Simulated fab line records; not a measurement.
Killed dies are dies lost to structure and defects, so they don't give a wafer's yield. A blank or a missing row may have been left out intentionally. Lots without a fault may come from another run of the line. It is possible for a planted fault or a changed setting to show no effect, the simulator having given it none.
A struck lot beside a sound one -- flow sky130 -- 18 steps out of a route of 708
Sound: these wafers, L284.1, L284.3, L284.4. The struck wafers were L302.2, L302.3, L302.6. The cause is named last.
Each step with rows lists, per side, the tool, then ch with its chambers, then its first start. Under that, the readings that differ: sound wafers -- struck wafers -- difference of the means -- sigmas: that difference in standard deviations of wafers without a fault.
alike: same words and numbers on both sides, and readings whose means sit less than 2 such deviations apart. not compared: any withheld reading, any reading some wafer has no value for, any bound like >300 that may hide the same value, and any number with overlapping values for which the record gives no deviation.
The two part at a step that has a row with sigmas, a row that says differs or no value, or rows on one side only. Non-overlapping numbers with no deviation appear without sigmas and do not part them. A reading missing from all wafers of one side parts the sides only when that side holds two or more wafers.

SKY_GATE_OXIDE_OVL_MEAS_10:
  sound on overlay-02 at day 14 00:04; struck on overlay-02 at day 20 12:02
  alike: GATE_OXIDE_OVL
then, 2 steps without rows for these wafers: SKY_GATE_OXIDE_IMPLANT_11; SKY_GATE_OXIDE_WET_ETCH_12 (etches SiO2 in dHF, target depth 16.8 nm, time 336 s).
SKY_GATE_OXIDE_STRIP_13: strips in O2/N2.
  sound on plasmaAsher-03 ch 0,1, day 14 00:21; struck on plasmaAsher-01 ch 0,1, day 20 12:19
  alike: drypumpMotorCurrentA, o2FlowSccm, oesProductAu, stripTimeToEndpointS
  not compared: rfHoursCounterH
SKY_GATE_OXIDE_TW_MEAS_14:
  sound on filmMetro-02 at day 14 00:27; struck on filmMetro-01 at day 20 12:25
  alike: GATE_OXIDE_TW
then, 3 steps without rows for these wafers: SKY_GATE_OXIDE_CLEAN_15 (cleans in SC1/SC2, time 150 s); SKY_GATE_OXIDE_OXIDATION_16 (stabilise 600 s, purge 300 s, target thk 3.57 nm); SKY_POLY_GATE_CVD_00 (deposits poly-Si, target thk 180 nm, time 720 s).
SKY_POLY_GATE_THK_MEAS_01:
  sound on filmMetro-03 at day 14 03:35; struck on filmMetro-01 at day 20 16:05
  alike: POLY_GATE_CVD_00_THK
then, 3 steps without rows for these wafers: SKY_RES_PROTECT_DEHYDRATE_00 (time 60 s); SKY_RES_PROTECT_HMDS_01 (prime time 60 s); SKY_RES_PROTECT_COAT_02 (resist thk 1140 nm).
SKY_RES_PROTECT_SOFTBAKE_03: time 60 s.
  sound on lithoTrack-02 ch 0, day 14 17:04; struck on lithoTrack-03 ch 0, day 21 07:21
reading,sound,struck,difference,sigmas
heaterPowerTotalW (W),56.67 56.67 56.61,67.31 67.34 67.46,+10.72,+99 or more
runLengthS (s),88.80 88.66 88.71,64.01 63.95 64.05,-24.72,-99 or more
then, 2 steps without rows for these wafers: SKY_RES_PROTECT_EXPOSE_04 (exposes mask RPM, target cd 1270 nm); SKY_RES_PROTECT_PEB_05.
SKY_RES_PROTECT_DEVELOP_06: develop time 60 s.
  sound on lithoTrack-01 ch 0, day 15 06:06; struck on lithoTrack-01 ch 0, day 21 22:23
reading,sound,struck,difference,sigmas
model.NOVOLAK_of_RES_PROTECT_COAT_02.thkNm (nm),1141 1141 1140,1145 1150 1145,+6,
following that, these wafers have no rows for 1 step: SKY_POLY_GATE_IMPLANT_02.
-- record jumps: 28 days separate the struck wafers' starts on either side; left off in module POLY_GATE, taken up again in module PAD_OPEN, whose first shown step is the route's number 708 --
SKY_PAD_OPEN_PROBE_99:
  sound on prober-02 at day 45 21:00; struck on prober-02 at day 50 07:10
  alike: killed_at_M0_to_M3, killed_at_M4_up, killedAtContacts, killedAtFrontEnd, killedAtOther, killedDies, killedOpen, killedShort

WHERE THEY PART
Within this record, at SKY_RES_PROTECT_SOFTBAKE_03 only. Later steps at which nothing parts them and some readings are alike: SKY_PAD_OPEN_PROBE_99.

WHY: what the simulator had put in
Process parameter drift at SKY_RES_PROTECT_SOFTBAKE_03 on lithoTrack-03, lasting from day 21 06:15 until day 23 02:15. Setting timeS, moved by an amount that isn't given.
